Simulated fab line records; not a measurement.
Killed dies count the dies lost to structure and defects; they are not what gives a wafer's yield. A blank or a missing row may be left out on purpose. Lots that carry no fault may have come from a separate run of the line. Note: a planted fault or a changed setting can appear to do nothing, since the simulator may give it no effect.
Which of the tools did it? :: flow gf180mcu :: 6 lots with 18 wafers sampled at 3 steps, on a route of 602 steps

== WHAT THE GAUGES SHOWED, per wafer ==
GF_VT_IMPLANT_TW_MEAS_10.
lot: L114
measured: day 6 04:39
on: filmMetro-03
VT_IMPLANT_TW: 568 568 569

lot: L116
measured: day 6 16:46
on: filmMetro-04
VT_IMPLANT_TW: 558 562 558

lot: L118
measured: day 7 06:17
on: filmMetro-04
VT_IMPLANT_TW: 564 560 561

lot: L124
measured: day 8 19:09
on: filmMetro-03
VT_IMPLANT_TW: 568 568 567

lot: L127
measured: day 9 09:25
on: filmMetro-04
VT_IMPLANT_TW: 561 561 563

lot: L134
measured: day 11 07:49
on: filmMetro-03
VT_IMPLANT_TW: 562 564 566

== TOOL THAT RAN EACH LOT (tool first, then ch and the chambers of the sampled wafers, then the start) ==
lot: L114
GF_STI_ETCH_13: rieDiel-03 ch 0,1,2, day 2 13:05
GF_STI_STRIP_15: plasmaAsher-01 ch 0, day 2 13:15

lot: L116
GF_STI_ETCH_13: rieDiel-03 ch 0,1,3, day 2 22:28
GF_STI_STRIP_15: plasmaAsher-02 ch 0,1, day 2 22:39

lot: L118
GF_STI_ETCH_13: rieDiel-02 ch 1,2,3, day 3 10:05
GF_STI_STRIP_15: plasmaAsher-02 ch 0,1, day 3 10:15

lot: L124
GF_STI_ETCH_13: rieDiel-03 ch 1,2,3, day 4 15:20
GF_STI_STRIP_15: plasmaAsher-02 ch 0,1, day 4 15:32

lot: L127
GF_STI_ETCH_13: rieDiel-02 ch 1,2, day 5 06:11
GF_STI_STRIP_15: plasmaAsher-01 ch 0,1, day 5 06:23

lot: L134
GF_STI_ETCH_13: rieDiel-01 ch 2,3, day 6 19:58
GF_STI_STRIP_15: plasmaAsher-04 ch 0,1, day 6 20:07
- GF_STI_ETCH_13: etches the open film in CHF3/O2, stops on Si, target depth 282.31 nm, time 112.9 s.
- GF_STI_STRIP_15: strips in O2/N2.

== THE ANSWER, worked out from the rows above alone ==
Rule: what is usual is taken from the lots themselves. Put in order of their means at a reading, lots are off if they are a third of the lots or fewer, leave a main group of 4 or more, and stand apart from it by a gap of 3 or more times the standard deviation of the main group's means; of several such gaps the widest counts. If all means in a main group match to the digits the tables above print for the reading, that group is not used. Also off: a lot with no number at a reading for which 4 or more lots have one. Any other lot the step has rows for is counted as sound.
None of the lots is off at any reading shown; this tells nothing.

== WHAT THE SIMULATOR PUT IN ==
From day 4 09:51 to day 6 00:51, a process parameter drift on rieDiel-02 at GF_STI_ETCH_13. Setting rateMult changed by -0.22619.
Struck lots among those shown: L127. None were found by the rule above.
